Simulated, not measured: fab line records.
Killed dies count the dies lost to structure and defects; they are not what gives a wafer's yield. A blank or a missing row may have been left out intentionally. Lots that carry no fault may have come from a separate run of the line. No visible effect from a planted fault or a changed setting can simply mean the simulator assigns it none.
fab line records	flow sky130
record lots=24	wafers=72	last-day=50
route steps=708 shown FIELD_ISO@15 NWELL@76 SD_N@356 LI_CONTACT@374 METAL1@437 VIA3@574
lots with no fault: from the same line, run without faults
start-h: the number of hours between the record's first day and the start of the first shown wafer of the lot	wait-h: hours elapsed since this lot's preceding step	" the same as in the row above	L1.1+2: several wafers, shown together as one row	- no value, or no start given	* or withheld: withheld	< > ~ a bound
route shown NAME@n: NAME is a module with steps in the file, n the number in the route of the first one	usual: mean/standard deviation taken from wafers without a fault	same: alike in all rows	chamber/n: place in a boat	sites: readings site by site	_std_site: the standard deviation of these	_edge_site: outer sites' mean less inner sites'	radius-mm: for every site, how far away it sits from the centre of the wafer	mask NAME#n: copy n	behind: the last tool/chamber to shape the wafer	hold: why the lot went on hold/how many hours it stayed there/how the hold came to an end	device: whichever transistor did not switch (one of n, p or np)	end of line: the route-end tests of the same wafers	where a step has no rows: the recipe by itself	killed: at the first sort, the dies lost to defects and structure; wafer yield is something else	map: dies across one wafer; x = killed, . = not, _ = none there
set.NAME: setting as actually run; set.NAME@STEP: the setting as run at that earlier step	model.NAME: the simulator's own value behind a step, which no gauge read
a sample of lots followed through the steps of the route, with each step as a table and each wafer as a row
services: a tool's chamber out of use, with start hour (start-h, from the record's first day; less than 0 if before it), hours out, and reason
## steps
# step SKY_FIELD_ISO_ETCH_14
# recipe chemistry=N2/H2	target=BARC	ion-energy-ev=200	source-w=500	bias-w=100	pressure-mtorr=30	n2-flow-sccm=100	h2-flow-sccm=200	stop-on=SiO2	time-s=45.9	target-depth-a=600
# usual drypump-motor-current-A=5.97/0.22	oes-product-au=0.856/0.0048	throttle-valve-pct=13.224/0.0084
lot.wafer	tool	chamber	start-h	wait-h	drypump-motor-current-A	oes-product-au	rf-hours-counter-h	throttle-valve-pct
L074.1	rie-diel-01	1	29.04	0.1	6.40	0.846	36	13.225
L074.3	"	2	"	"	5.65	0.852	1	13.244
L074.5	"	0	"	"	6.13	0.857	-	13.233
L075.2	rie-diel-03	2	34.14	0.1	6.09	0.859	70	13.224
L075.3	"	1	"	"	5.87	0.861	126	13.215
L075.6	"	1	"	"	5.92	0.861	-	13.220
L076.1	rie-diel-03	0	38.69	0.1	5.85	0.858	161	13.220
L076.2	"	1	"	"	5.86	0.850	126	13.240
L076.6	"	3	"	"	5.95	0.852	-	13.228
L077.1	rie-diel-03	2	44.78	0.1	6.07	0.859	70	13.233
L077.2	"	0	"	"	5.84	0.861	161	13.230
L077.5	"	1	"	"	5.87	0.863	-	13.215
L078.1	rie-diel-01	0	49.72	0.1	6.14	0.856	82	13.223
L078.2	"	2	"	"	5.66	0.869	1	13.216
L078.3	"	3	"	"	5.90	0.857	86	13.226
L079.1	rie-diel-01	3	57.72	0.1	5.91	0.845	86	13.233
L079.2	"	0	"	"	6.11	0.856	82	13.228
L079.6	"	1	"	"	6.36	0.851	-	13.228
L080.3	rie-diel-01	0	61.62	0.1	6.11	0.851	82	13.231
L080.4	"	3	"	"	5.90	0.862	86	13.225
L080.5	"	0	"	"	6.15	0.850	-	13.236
L081.3	rie-diel-04	1	64.82	0.1	6.07	0.853	23	13.219
L081.4	"	0	"	"	5.55	0.862	9	13.226
L081.6	"	2	"	"	6.23	0.856	-	13.231
L082.1	rie-diel-01	1	69.14	0.1	6.38	0.851	36	13.233
L082.2	"	3	"	"	5.88	0.845	86	13.228
L082.3	"	2	"	"	5.68	0.856	1	13.216
L083.1	rie-diel-04	0	76.68	0.1	5.54	0.866	9	13.219
L083.3	"	3	"	"	6.20	0.856	139	13.216
L083.6	"	1	"	"	6.06	0.858	-	13.229
L084.2	rie-diel-01	0	84.32	0.1	6.12	0.852	83	13.230
L084.5	"	3	"	"	5.93	0.858	-	13.211
L084.6	"	1	"	"	6.36	0.847	-	13.217
L085.1	rie-diel-01	0	89.59	0.1	6.14	0.861	83	13.226
L085.5	"	2	"	"	5.67	0.855	-	13.217
L085.6	"	3	"	"	5.91	0.859	-	13.225
L086.2	rie-diel-03	2	93.42	0.1	6.06	0.866	71	13.214
L086.4	"	1	"	"	5.87	0.854	127	13.208
L086.5	"	0	"	"	5.87	0.854	-	13.222
L087.1	rie-diel-03	1	97.22	0.1	5.86	0.855	128	13.217
L087.3	"	2	"	"	6.07	0.863	71	13.212
L087.4	"	1	"	"	5.83	0.860	-	13.219
L088.2	rie-diel-03	0	102.43	0.1	5.85	0.859	162	13.213
L088.3	"	1	"	"	5.84	0.860	128	13.216
L088.6	"	1	"	"	5.84	0.853	-	13.239
L089.1	rie-diel-01	3	106.27	0.1	5.91	0.850	87	13.225
L089.2	"	1	"	"	6.37	0.852	37	13.232
L089.5	"	2	"	"	5.67	0.857	-	13.222
L090.2	rie-diel-03	2	112.39	0.1	6.08	0.858	72	13.236
L090.3	"	0	"	"	5.86	0.855	163	13.220
L090.4	"	0	"	"	5.85	0.858	-	13.220
L091.1	rie-diel-04	1	119.37	0.1	6.07	0.859	24	13.224
L091.2	"	2	"	"	6.25	0.855	5	13.220
L091.5	"	3	"	"	6.22	0.854	-	13.239
L093.3	rie-diel-04	2	126.83	0.1	6.23	0.860	5	13.223
L093.5	"	2	"	"	6.22	0.853	-	13.237
L093.6	"	1	"	"	6.06	0.860	-	13.234
L092.1	rie-diel-01	3	127.17	0.1	5.90	0.847	87	13.217
L092.4	"	2	"	"	5.70	0.851	-	13.225
L092.5	"	0	"	"	6.13	0.856	-	13.233
L094.1	rie-diel-03	3	134.02	0.1	5.96	0.853	0	13.230
L094.3	"	2	"	"	6.09	0.856	72	13.242
L094.4	"	3	"	"	5.94	0.858	-	13.233
L095.2	rie-diel-04	1	140.34	0.1	6.06	0.858	25	13.232
L095.3	"	0	"	"	5.56	0.857	11	13.229
L095.4	"	2	"	"	6.24	0.858	-	13.234
L096.3	rie-diel-03	3	144.33	0.1	5.98	0.858	0	13.205
L096.4	"	1	"	"	5.88	0.847	-	13.217
L096.5	"	2	"	"	6.08	0.860	-	13.239
L097.1	rie-diel-01	2	148.04	0.1	5.63	0.852	2	13.223
L097.2	"	3	"	"	5.89	0.852	88	13.224
L097.5	"	0	"	"	6.14	0.860	-	13.218
# step SKY_NWELL_OVL_MEAS_23
# usual NWELL_01_OVL=-0.7/1.4
lot.wafer	tool	chamber	start-h	wait-h	NWELL_01_OVL[nm]
L074.1	overlay-02	-	104.11	-	-0.6
L074.3	"	-	"	"	-0.4
L074.5	"	-	"	"	-1.0
L075.2	overlay-01	-	111.68	-	1.0
L075.3	"	-	"	"	-1.8
L075.6	"	-	"	"	2.0
L076.1	overlay-02	-	114.92	-	-1.2
L076.2	"	-	"	"	-0.9
L076.6	"	-	"	"	-1.0
L077.1	overlay-01	-	119.81	-	-2.1
L077.2	"	-	"	"	-3.8
L077.5	"	-	"	"	-3.7
L078.1	overlay-02	-	129.26	-	0.8
L078.2	"	-	"	"	1.4
L078.3	"	-	"	"	2.1
L079.1	overlay-01	-	145.57	-	-1.1
L079.2	"	-	"	"	-1.5
L079.6	"	-	"	"	0.0
L081.3	overlay-02	-	149.08	-	0.6
L081.4	"	-	"	"	-1.2
L081.6	"	-	"	"	0.0
L080.3	overlay-01	-	149.43	-	1.2
L080.4	"	-	"	"	-1.4
L080.5	"	-	"	"	-0.5
L082.1	overlay-01	-	151.96	-	0.3
L082.2	"	-	"	"	1.8
L082.3	"	-	"	"	0.6
L083.1	overlay-02	-	157.47	-	0.9
L083.3	"	-	"	"	-0.1
L083.6	"	-	"	"	1.6
L084.2	overlay-01	-	165.07	-	-2.9
L084.5	"	-	"	"	-2.6
L084.6	"	-	"	"	-1.7
L085.1	overlay-02	-	177.71	-	-2.7
L085.5	"	-	"	"	-1.1
L085.6	"	-	"	"	-1.9
L087.1	overlay-01	-	187.46	-	-3.0
L087.3	"	-	"	"	-1.1
L087.4	"	-	"	"	-1.6
L086.2	overlay-02	-	187.82	-	-0.7
L086.4	"	-	"	"	-0.2
L086.5	"	-	"	"	-1.2
L088.2	overlay-01	-	194.57	-	3.3
L088.3	"	-	"	"	0.7
L088.6	"	-	"	"	0.5
L089.1	overlay-02	-	201.57	-	-0.9
L089.2	"	-	"	"	-3.2
L089.5	"	-	"	"	-2.4
L090.2	overlay-01	-	205.08	-	-1.5
L090.3	"	-	"	"	0.6
L090.4	"	-	"	"	0.0
L091.1	overlay-02	-	209.11	-	-0.3
L091.2	"	-	"	"	-0.6
L091.5	"	-	"	"	-2.8
L093.3	overlay-02	-	218.64	-	0.9
L093.5	"	-	"	"	-1.2
L093.6	"	-	"	"	-1.2
L092.1	overlay-01	-	220.66	-	-0.1
L092.4	"	-	"	"	-0.6
L092.5	"	-	"	"	0.3
L094.1	overlay-02	-	226.22	-	-1.2
L094.3	"	-	"	"	-0.7
L094.4	"	-	"	"	0.7
L095.2	overlay-02	-	233.23	-	-2.3
L095.3	"	-	"	"	-2.2
L095.4	"	-	"	"	-3.3
L096.3	overlay-02	-	236.38	-	-1.3
L096.4	"	-	"	"	-2.2
L096.5	"	-	"	"	-3.1
L097.1	overlay-02	-	242.52	-	-2.7
L097.2	"	-	"	"	-0.9
L097.5	"	-	"	"	-0.4
# step SKY_SD_N_RTA_14
# recipe temp-c=1075	time-s=2	idle-temp-c=650	ramp-up-c-per-s=150	ramp-down-c-per-s=90	ambient=N2
# usual chamber-o2-ppm=1.998/0.022	lamp-power-pct=15.74/0.046	wafer_temp_C_max=1077.8/1.3
lot.wafer	tool	chamber	start-h	wait-h	chamber-o2-ppm	lamp-power-pct	wafer_temp_C_max
L074.1	rtp-anneal-02	0	648.29	0.0	2.002	15.73	1077.8
L074.3	"	0	"	"	2.019	15.75	1078.0
L074.5	"	0	"	"	2.014	15.70	1077.5
L075.2	rtp-anneal-01	0	653.95	0.0	2.014	15.73	1077.5
L075.3	"	0	"	"	1.937	15.78	1078.6
L075.6	"	0	"	"	1.971	15.70	1076.4
L077.1	rtp-anneal-02	0	670.29	0.0	2.014	15.80	1077.2
L077.2	"	0	"	"	1.979	15.76	1078.3
L077.5	"	0	"	"	1.993	15.74	1076.3
L076.1	rtp-anneal-01	0	670.82	0.0	2.008	15.75	1076.9
L076.2	"	0	"	"	2.003	15.78	1077.0
L076.6	"	0	"	"	2.006	15.77	1077.7
L078.1	rtp-anneal-02	0	686.63	0.0	2.004	15.78	1078.5
L078.2	"	0	"	"	1.986	15.73	1078.3
L078.3	"	0	"	"	2.004	15.74	1077.9
L079.1	rtp-anneal-01	0	708.52	0.0	2.035	15.75	1078.5
L079.2	"	0	"	"	1.963	15.77	1080.8
L079.6	"	0	"	"	2.003	15.77	1080.0
L080.3	rtp-anneal-02	0	711.11	0.0	1.964	15.80	1076.6
L080.4	"	0	"	"	1.977	15.76	1078.3
L080.5	"	0	"	"	1.973	15.71	1078.7
L081.3	rtp-anneal-01	0	712.01	0.0	2.009	15.76	1078.5
L081.4	"	0	"	"	2.009	15.75	1076.8
L081.6	"	0	"	"	1.971	15.75	1080.1
L082.1	rtp-anneal-02	0	721.19	0.0	1.998	15.71	1077.0
L082.2	"	0	"	"	2.002	15.82	1077.3
L082.3	"	0	"	"	1.952	15.73	1078.2
L083.1	rtp-anneal-01	0	727.44	0.0	1.988	15.70	1075.9
L083.3	"	0	"	"	2.021	15.75	1079.3
L083.6	"	0	"	"	1.997	15.74	1077.3
L084.2	rtp-anneal-02	0	734.29	0.0	2.018	15.70	1077.3
L084.5	"	0	"	"	1.962	15.70	1078.6
L084.6	"	0	"	"	1.994	15.76	1075.2
L085.1	rtp-anneal-01	0	747.62	0.0	1.976	15.70	1079.5
L085.5	"	0	"	"	1.996	15.75	1076.1
L085.6	"	0	"	"	2.011	15.73	1080.1
L087.1	rtp-anneal-02	0	757.72	0.0	2.023	15.62	1079.9
L087.3	"	0	"	"	2.043	15.78	1077.2
L087.4	"	0	"	"	2.020	15.79	1076.4
L086.2	rtp-anneal-01	0	765.95	0.0	2.001	15.70	1077.8
L086.4	"	0	"	"	1.981	15.71	1076.1
L086.5	"	0	"	"	1.988	15.81	1078.0
L088.2	rtp-anneal-02	0	774.30	0.0	2.015	15.80	1076.7
L088.3	"	0	"	"	2.021	15.62	1076.0
L088.6	"	0	"	"	2.018	15.73	1080.1
L090.2	rtp-anneal-01	0	781.08	0.0	2.012	15.67	1078.1
L090.3	"	0	"	"	1.957	15.68	1077.4
L090.4	"	0	"	"	1.982	15.74	1077.4
L089.1	rtp-anneal-02	0	784.94	0.0	2.046	15.71	1080.7
L089.2	"	0	"	"	2.015	15.69	1077.1
L089.5	"	0	"	"	2.017	15.71	1075.8
L091.1	rtp-anneal-01	0	788.69	0.0	2.015	15.70	1076.7
L091.2	"	0	"	"	2.002	15.76	1078.5
L091.5	"	0	"	"	1.974	15.78	1078.8
L093.3	rtp-anneal-02	0	799.25	0.0	2.029	15.77	1076.4
L093.5	"	0	"	"	1.974	15.75	1078.1
L093.6	"	0	"	"	1.990	15.78	1077.7
L092.1	rtp-anneal-01	0	800.42	0.0	1.986	15.74	1076.9
L092.4	"	0	"	"	2.019	15.82	1076.0
L092.5	"	0	"	"	1.965	15.80	1080.6
L094.1	rtp-anneal-02	0	804.92	0.0	1.987	15.71	1077.8
L094.3	"	0	"	"	2.016	15.78	1078.6
L094.4	"	0	"	"	2.012	15.73	1078.7
L096.3	rtp-anneal-01	0	816.19	0.0	1.948	15.74	1079.6
L096.4	"	0	"	"	2.014	15.72	1079.3
L096.5	"	0	"	"	1.989	15.67	1079.6
L095.2	rtp-anneal-02	0	816.35	0.0	1.996	15.69	1077.0
L095.3	"	0	"	"	1.969	15.66	1078.4
L095.4	"	0	"	"	2.020	15.71	1080.3
L097.1	rtp-anneal-01	0	828.14	0.0	1.988	15.81	1077.8
L097.2	"	0	"	"	1.988	15.73	1078.3
L097.5	"	0	"	"	1.981	15.78	1077.1
# step SKY_LI_CONTACT_CD_MEAS_12
# recipe target-cd-nm=170
# usual cd-nm=169.2/1.4
lot.wafer	tool	chamber	start-h	wait-h	cd-nm
L074.1	cd-sem-02	-	677.47	-	167.8
L074.3	"	-	"	"	168.6
L074.5	"	-	"	"	168.6
L075.2	cd-sem-02	-	683.23	-	171.5
L075.3	"	-	"	"	170.4
L075.6	"	-	"	"	170.4
L077.1	cd-sem-02	-	699.32	-	168.0
L077.2	"	-	"	"	168.8
L077.5	"	-	"	"	167.7
L076.1	cd-sem-01	-	699.42	-	170.7
L076.2	"	-	"	"	169.4
L076.6	"	-	"	"	170.4
L078.1	cd-sem-01	-	715.72	-	170.5
L078.2	"	-	"	"	169.2
L078.3	"	-	"	"	169.3
L079.1	cd-sem-02	-	737.31	-	165.4
L079.2	"	-	"	"	166.6
L079.6	"	-	"	"	165.5
L080.3	cd-sem-02	-	739.80	-	170.9
L080.4	"	-	"	"	170.8
L080.5	"	-	"	"	171.9
L081.3	cd-sem-02	-	740.41	-	169.4
L081.4	"	-	"	"	170.2
L081.6	"	-	"	"	169.0
L082.1	cd-sem-02	-	749.47	-	169.5
L082.2	"	-	"	"	170.5
L082.3	"	-	"	"	170.3
L083.1	cd-sem-02	-	754.31	-	168.3
L083.3	"	-	"	"	168.4
L083.6	"	-	"	"	169.2
L084.2	cd-sem-01	-	761.99	-	169.9
L084.5	"	-	"	"	171.4
L084.6	"	-	"	"	170.4
L085.1	cd-sem-01	-	775.92	-	167.9
L085.5	"	-	"	"	169.4
L085.6	"	-	"	"	167.6
L087.1	cd-sem-01	-	785.92	-	171.1
L087.3	"	-	"	"	170.5
L087.4	"	-	"	"	171.1
L086.2	cd-sem-01	-	793.39	-	170.6
L086.4	"	-	"	"	171.0
L086.5	"	-	"	"	169.2
L088.2	cd-sem-02	-	802.54	-	167.5
L088.3	"	-	"	"	169.1
L088.6	"	-	"	"	169.3
L090.2	cd-sem-02	-	808.54	-	168.9
L090.3	"	-	"	"	168.6
L090.4	"	-	"	"	170.5
L089.1	cd-sem-02	-	812.52	-	168.0
L089.2	"	-	"	"	169.1
L089.5	"	-	"	"	168.1
L091.1	cd-sem-02	-	816.56	-	167.6
L091.2	"	-	"	"	167.8
L091.5	"	-	"	"	167.7
L093.3	cd-sem-02	-	826.15	-	169.3
L093.5	"	-	"	"	169.2
L093.6	"	-	"	"	168.7
L092.1	cd-sem-02	-	827.66	-	167.5
L092.4	"	-	"	"	167.9
L092.5	"	-	"	"	167.9
L094.1	cd-sem-02	-	832.82	-	169.8
L094.3	"	-	"	"	169.8
L094.4	"	-	"	"	169.5
L096.3	cd-sem-02	-	848.71	-	167.3
L096.4	"	-	"	"	166.4
L096.5	"	-	"	"	167.8
L095.2	cd-sem-01	-	848.74	-	169.3
L095.3	"	-	"	"	168.9
L095.4	"	-	"	"	169.8
L097.1	cd-sem-02	-	853.97	-	168.9
L097.2	"	-	"	"	167.7
L097.5	"	-	"	"	168.6
# step SKY_METAL1_SPUTTER_03
# recipe material=Ti	target-thk-nm=5	power-w=3000	time-s=3.3	chamber-pressure-pa=0.4
# usual throttle-valve-pct=29.5/1.1
lot.wafer	tool	chamber	start-h	wait-h	throttle-valve-pct
L074.1	pvd-sputter-02	-	738.09	0.0	27.8
L074.3	"	-	"	"	28.9
L074.5	"	-	"	"	28.4
L075.2	pvd-sputter-03	-	742.90	0.0	28.8
L075.3	"	-	"	"	30.1
L075.6	"	-	"	"	29.7
L077.1	pvd-sputter-02	-	758.61	0.0	30.0
L077.2	"	-	"	"	30.9
L077.5	"	-	"	"	30.2
L076.1	pvd-sputter-03	-	758.98	0.0	28.4
L076.2	"	-	"	"	29.6
L076.6	"	-	"	"	30.1
L078.1	pvd-sputter-01	-	776.86	0.0	31.2
L078.2	"	-	"	"	29.0
L078.3	"	-	"	"	31.4
L079.1	pvd-sputter-03	-	794.96	0.0	29.5
L079.2	"	-	"	"	30.1
L079.6	"	-	"	"	27.9
L080.3	pvd-sputter-01	-	797.57	0.0	31.3
L080.4	"	-	"	"	29.1
L080.5	"	-	"	"	28.7
L081.3	pvd-sputter-02	-	798.23	0.0	28.7
L081.4	"	-	"	"	30.6
L081.6	"	-	"	"	30.6
L082.1	pvd-sputter-02	-	807.96	0.0	30.5
L082.2	"	-	"	"	28.1
L082.3	"	-	"	"	30.5
L083.1	pvd-sputter-03	-	813.59	0.0	29.8
L083.3	"	-	"	"	29.8
L083.6	"	-	"	"	30.1
L084.2	pvd-sputter-02	-	818.52	0.0	28.1
L084.5	"	-	"	"	30.5
L084.6	"	-	"	"	28.1
L085.1	pvd-sputter-03	-	834.95	0.0	28.8
L085.5	"	-	"	"	28.1
L085.6	"	-	"	"	30.0
L087.1	pvd-sputter-03	-	850.03	0.0	30.0
L087.3	"	-	"	"	27.7
L087.4	"	-	"	"	28.8
L086.2	pvd-sputter-01	-	852.07	0.0	31.3
L086.4	"	-	"	"	31.6
L086.5	"	-	"	"	31.4
L088.2	pvd-sputter-02	-	856.76	0.0	30.7
L088.3	"	-	"	"	29.2
L088.6	"	-	"	"	30.3
L090.2	pvd-sputter-03	-	875.24	0.0	28.6
L090.3	"	-	"	"	27.8
L090.4	"	-	"	"	29.7
L089.1	pvd-sputter-01	-	876.15	0.0	31.3
L089.2	"	-	"	"	31.3
L089.5	"	-	"	"	31.2
L091.1	pvd-sputter-03	-	878.23	0.0	29.7
L091.2	"	-	"	"	28.0
L091.5	"	-	"	"	30.4
L093.3	pvd-sputter-01	-	882.06	0.0	29.1
L093.5	"	-	"	"	28.8
L093.6	"	-	"	"	29.1
L092.1	pvd-sputter-01	-	882.72	0.0	28.9
L092.4	"	-	"	"	31.2
L092.5	"	-	"	"	31.4
L094.1	pvd-sputter-01	-	886.05	0.0	28.6
L094.3	"	-	"	"	31.3
L094.4	"	-	"	"	29.1
L096.3	pvd-sputter-02	-	904.65	0.0	30.4
L096.4	"	-	"	"	28.9
L096.5	"	-	"	"	28.2
L095.2	pvd-sputter-01	-	904.98	0.0	31.5
L095.3	"	-	"	"	31.4
L095.4	"	-	"	"	29.0
L097.1	pvd-sputter-02	-	909.24	0.0	30.2
L097.2	"	-	"	"	28.2
L097.5	"	-	"	"	28.8
# step SKY_VIA3_THK_MEAS_01
# recipe reads=SiO2_of_VIA3_HDPCVD_00
# usual VIA3_HDPCVD_THK=1630/20
lot.wafer	tool	chamber	start-h	wait-h	VIA3_HDPCVD_THK[nm]
L074.1	film-metro-03	-	906.34	0.1	1634
L074.3	"	-	"	"	1634
L074.5	"	-	"	"	1646
L075.2	film-metro-02	-	907.53	0.1	1637
L075.3	"	-	"	"	1605
L075.6	"	-	"	"	1626
L077.1	film-metro-01	-	928.91	0.1	1637
L077.2	"	-	"	"	1678
L077.5	"	-	"	"	1685
L076.1	film-metro-02	-	929.16	0.1	1652
L076.2	"	-	"	"	1664
L076.6	"	-	"	"	1641
L078.1	film-metro-03	-	937.76	0.1	1664
L078.2	"	-	"	"	1629
L078.3	"	-	"	"	1664
L079.1	film-metro-03	-	958.25	0.1	1626
L079.2	"	-	"	"	1627
L079.6	"	-	"	"	1611
L080.3	film-metro-01	-	959.01	0.1	1634
L080.4	"	-	"	"	1636
L080.5	"	-	"	"	1632
L081.3	film-metro-02	-	959.54	0.1	1608
L081.4	"	-	"	"	1600
L081.6	"	-	"	"	1629
L082.1	film-metro-02	-	966.60	0.1	1615
L082.2	"	-	"	"	1607
L082.3	"	-	"	"	1597
L083.1	film-metro-02	-	979.26	0.1	1631
L083.3	"	-	"	"	1653
L083.6	"	-	"	"	1636
L084.2	film-metro-02	-	982.90	0.1	1635
L084.5	"	-	"	"	1668
L084.6	"	-	"	"	1602
L085.1	film-metro-02	-	991.31	0.1	1622
L085.5	"	-	"	"	1599
L085.6	"	-	"	"	1649
L087.1	film-metro-02	-	1006.42	0.1	1611
L087.3	"	-	"	"	1635
L087.4	"	-	"	"	1635
L086.2	film-metro-02	-	1008.43	0.1	1627
L086.4	"	-	"	"	1645
L086.5	"	-	"	"	1635
L088.2	film-metro-02	-	1011.42	0.1	1606
L088.3	"	-	"	"	1617
L088.6	"	-	"	"	1618
L090.2	film-metro-01	-	1029.11	0.1	1640
L090.3	"	-	"	"	1644
L090.4	"	-	"	"	1639
L089.1	film-metro-02	-	1029.97	0.1	1647
L089.2	"	-	"	"	1613
L089.5	"	-	"	"	1614
L091.1	film-metro-02	-	1031.28	0.1	1601
L091.2	"	-	"	"	1643
L091.5	"	-	"	"	1613
L093.3	film-metro-02	-	1036.08	0.1	1633
L093.5	"	-	"	"	1601
L093.6	"	-	"	"	1629
L092.1	film-metro-03	-	1036.81	0.1	1630
L092.4	"	-	"	"	1648
L092.5	"	-	"	"	1603
L094.1	film-metro-01	-	1039.70	0.1	1633
L094.3	"	-	"	"	1609
L094.4	"	-	"	"	1612
L096.3	film-metro-02	-	1054.24	0.1	1603
L096.4	"	-	"	"	1647
L096.5	"	-	"	"	1619
L095.2	film-metro-02	-	1054.31	0.2	1651
L095.3	"	-	"	"	1626
L095.4	"	-	"	"	1645
L097.1	film-metro-01	-	1058.38	0.2	1635
L097.2	"	-	"	"	1621
L097.5	"	-	"	"	1613
## services
tool	chamber	start-h	hours	kind
rie-diel-03	2	34.75	9.7	repair
rie-diel-01	1	43.16	13.5	repair
rie-diel-01	2	74.04	12.6	repair
rie-diel-03	-	88.01	1.6	repair
rtp-anneal-01	-	96.01	1.7	repair
rie-diel-01	1	117.66	14.6	repair
rtp-anneal-02	-	195.06	1.3	pm
rie-diel-01	1	205.34	8.6	repair
rie-diel-01	1	229.98	6.8	repair
rtp-anneal-01	-	282.80	5.6	pm
rie-diel-01	-	442.06	0.3	repair
rie-diel-01	-	456.01	2.8	pm
rie-diel-01	1	477.25	1.4	repair
rie-diel-01	1	486.41	2.9	repair
rie-diel-01	3	489.19	18.7	repair
rie-diel-01	0	647.47	5.7	repair
rie-diel-01	-	649.18	14.6	pm
rtp-anneal-02	-	654.77	4.4	pm
rie-diel-01	1	677.45	1.8	repair
rie-diel-01	3	680.36	6.8	repair
rie-diel-01	1	760.43	2.5	repair
rtp-anneal-01	-	832.16	0.6	pm
rie-diel-01	0	858.52	6.9	repair
rtp-anneal-01	-	902.29	51.2	pm
## key
fault none
